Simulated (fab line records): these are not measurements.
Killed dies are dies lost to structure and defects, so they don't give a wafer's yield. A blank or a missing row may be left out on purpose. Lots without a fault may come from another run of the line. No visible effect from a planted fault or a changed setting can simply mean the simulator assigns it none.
Which tool did it?	flow gf180mcu	Sampling: 14 lots, 42 wafers, 5 of 602 route steps

WHAT THE GAUGES SHOWED, per wafer
GF_M3_THK_MEAS_06: measures by xrf. Usual: for M3_ALCU_THK the level is 453 nm and the standard deviation is 4.9.
lot	measured	on	M3_ALCU_THK (nm)	flag
L990	day 20 11:25	film-metro-03	454 452 454	
L991	day 20 14:44	film-metro-03	461 453 459	
L993	day 21 09:53	film-metro-04	449 455 448	
L996	day 22 18:11	film-metro-03	452 447 449	
L995	day 22 19:43	film-metro-04	451 456 452	
L997	day 23 02:41	film-metro-04	451 449 449	
L998	day 23 09:01	film-metro-03	462 462 463	
L101	day 24 17:42	film-metro-01	453 450 452	
L102	day 24 22:40	film-metro-03	456 456 452	
L103	day 25 10:34	film-metro-01	452 458 457	
L107	day 26 17:39	film-metro-03	447 445 453	

GF_V3_OVL_MEAS_15. Usual: for V3_OVL the level is 3 nm and the standard deviation is 5.1.
lot	measured	on	V3_OVL (nm)	flag
L990	day 22 14:11	overlay-01	3 1 6	
L991	day 22 16:05	overlay-02	1 5 3	
L993	day 23 09:33	overlay-01	2 2 6	
L996	day 24 16:20	overlay-02	2 4 0	
L995	day 24 18:11	overlay-01	0 8 1	
L997	day 25 01:50	overlay-02	0 3 5	
L998	day 25 05:49	overlay-02	6 1 0	
L101	day 26 12:55	overlay-02	-2 4 6	
L102	day 26 18:28	overlay-02	-5 3 4	
L103	day 27 05:20	overlay-01	3 -2 4	
L107	day 28 11:09	overlay-02	9 -2 8	

TOOL THAT RAN EACH LOT (tool first, then ch and the chambers of the sampled wafers, then the start)
lot	GF_CONTACT_CVD_02	GF_CONTACT_ETCH_17	GF_V2_CMP_26
L990	pecvd-04 ch 0,1, day 15 06:02	rie-diel-04 ch 0,2,3, day 20 10:46 or earlier	cmp-01 ch 0,3, day 20 10:46
L991	pecvd-03 ch 1,2, day 15 08:12	rie-diel-04 ch 0,2,3, day 20 14:05 or earlier	cmp-01 ch 0,1,2, day 20 14:05
L993	pecvd-02 ch 0,1,2, day 16 03:24	rie-diel-03 ch 0,3, day 21 09:14 or earlier	cmp-01 ch 2,3, day 21 09:14
L996	pecvd-04 ch 0,1, day 17 09:41	rie-diel-04 ch 0,3, day 22 17:31 or earlier	cmp-01 ch 0,2, day 22 17:31
L995	pecvd-02 ch 0,1, day 17 10:51	rie-diel-01 ch 0,3, day 22 19:10 or earlier	cmp-01 ch 0,2,3, day 22 19:10
L997	pecvd-02 ch 0,1,2, day 17 19:06	rie-diel-03 ch 1,2, day 23 02:08 or earlier	cmp-01 ch 0,1,3, day 23 02:08
L998	pecvd-03 ch 0,2, day 18 02:50	rie-diel-01 ch 1,2, day 23 08:28 or earlier	cmp-01 ch 1,2,3, day 23 08:28
L101	pecvd-04 ch 1,2, day 19 10:37	rie-diel-01 ch 1,2,3, day 24 17:04 or earlier	cmp-02 ch 1,2, day 24 17:04
L102	pecvd-03 ch 0,1,2, day 19 17:42	rie-diel-03 ch 0,2,3, day 24 22:04 or earlier	cmp-02 ch 0,1, day 24 22:04
L103	pecvd-02 ch 1,2, day 20 08:17	rie-diel-04 ch 1,2, day 25 10:02 or earlier	cmp-01 ch 1,2,3, day 25 10:02
L107	pecvd-02 ch 0,1,2, day 21 16:13	rie-diel-03 ch 0,1, day 26 17:02 or earlier	cmp-02 ch 0,3, day 26 17:02
L109	pecvd-03 ch 0,1,2, day 22 13:04	rie-diel-03 ch 0,1,2, day 34 13:36 or earlier	-
L111	pecvd-02 ch 0,1,2, day 22 19:55	rie-diel-01 ch 0,2,3, day 34 17:14 or earlier	-
L112	pecvd-02 ch 0,1,2, day 23 05:30	rie-diel-04 ch 0,1,3, day 35 01:24 or earlier	-
- GF_CONTACT_CVD_02: deposits SiO2 from TEOS, target thk 860 nm, time 95.992 s.
- GF_CONTACT_ETCH_17: etches SiO2 in C4F8/O2/Ar, stops on CoSi2, target depth 860 nm.
- GF_V2_CMP_26: polishes, stops on SiO2, t overpolish 15 s, target thk 0 nm.

AS READ BY THE TOOLS THEMSELVES (means over the sampled wafers that have a number; for cases with no such wafer, the mark the record gives instead)
GF_CONTACT_CVD_02. Usual: heater-power-outer-w 355 W, standard deviation 53; heater-power-w 620 W, standard deviation 65.
lot	tool	heater-power-outer-w (W)	heater-power-w (W)	flag
L990	pecvd-04	400	695	
L991	pecvd-03	297	575	
L993	pecvd-02	361	610	
L996	pecvd-04	381	683	
L995	pecvd-02	371	608	
L997	pecvd-02	370	629	
L998	pecvd-03	344	614	
L101	pecvd-04	343	618	
L102	pecvd-03	364	631	
L103	pecvd-02	386	653	
L107	pecvd-02	351	608	
L109	pecvd-03	-	-	OFF
L111	pecvd-02	-	-	OFF
L112	pecvd-02	-	-	OFF

GF_CONTACT_ETCH_17. Usual: oes-product-au reads 0.815 a.u. (standard deviation 0.0044).
lot	tool	oes-product-au (a.u.)	flag
L990	rie-diel-04	0.812	
L991	rie-diel-04	0.815	
L993	rie-diel-03	0.813	
L996	rie-diel-04	0.812	
L995	rie-diel-01	0.814	
L997	rie-diel-03	0.810	
L998	rie-diel-01	0.819	
L101	rie-diel-01	0.819	
L102	rie-diel-03	0.815	
L103	rie-diel-04	0.817	
L107	rie-diel-03	0.820	
L109	rie-diel-03	0.530	OFF
L111	rie-diel-01	0.528	OFF
L112	rie-diel-04	0.534	OFF

GF_V2_CMP_26. Usual: motor-current-A 11.1 A, standard deviation 1.2; overpolish-run-s 15.001 s, standard deviation 0.0091; time-to-endpoint-s 86 s, standard deviation 3.4.
lot	tool	motor-current-A (A)	overpolish-run-s (s)	time-to-endpoint-s (s)	flag
L990	cmp-01	10.5	15.004	83	
L991	cmp-01	11.0	15.001	85	
L993	cmp-01	11.3	14.990	84	
L996	cmp-01	10.3	15.007	89	
L995	cmp-01	11.2	15.001	86	
L997	cmp-01	11.1	14.993	88	
L998	cmp-01	11.8	14.999	89	
L101	cmp-02	10.1	14.998	89	
L102	cmp-02	10.3	15.003	86	
L103	cmp-01	11.4	15.004	86	
L107	cmp-02	12.2	15.013	84	

THE ANSWER, worked out from the rows above alone
Rule: take the mean of a lot's wafers that have a number; if it is more than 3 standard deviations from the usual mean, the lot is off. A lot without any number at a reading at which 4 lots or more have one is off too. All remaining lots with rows at the step are treated as sound. First the gauges in route order, then the tools' own readings, where a lot's mean is used as printed above. At the first step where some lot is off, the reading lying furthest off is the one used; lots without a number count as furthest.
Off: L109, L111, L112, at GF_CONTACT_CVD_02 (heater-power-outer-w). Without a number there: L109, L111, L112.
If a tool, at that step or one of the process steps before it, ran each lot that is off and ran no sound lot following the first of them, it fits. No candidate that was tried fits.

WHAT THE SIMULATOR HAD INSERTED
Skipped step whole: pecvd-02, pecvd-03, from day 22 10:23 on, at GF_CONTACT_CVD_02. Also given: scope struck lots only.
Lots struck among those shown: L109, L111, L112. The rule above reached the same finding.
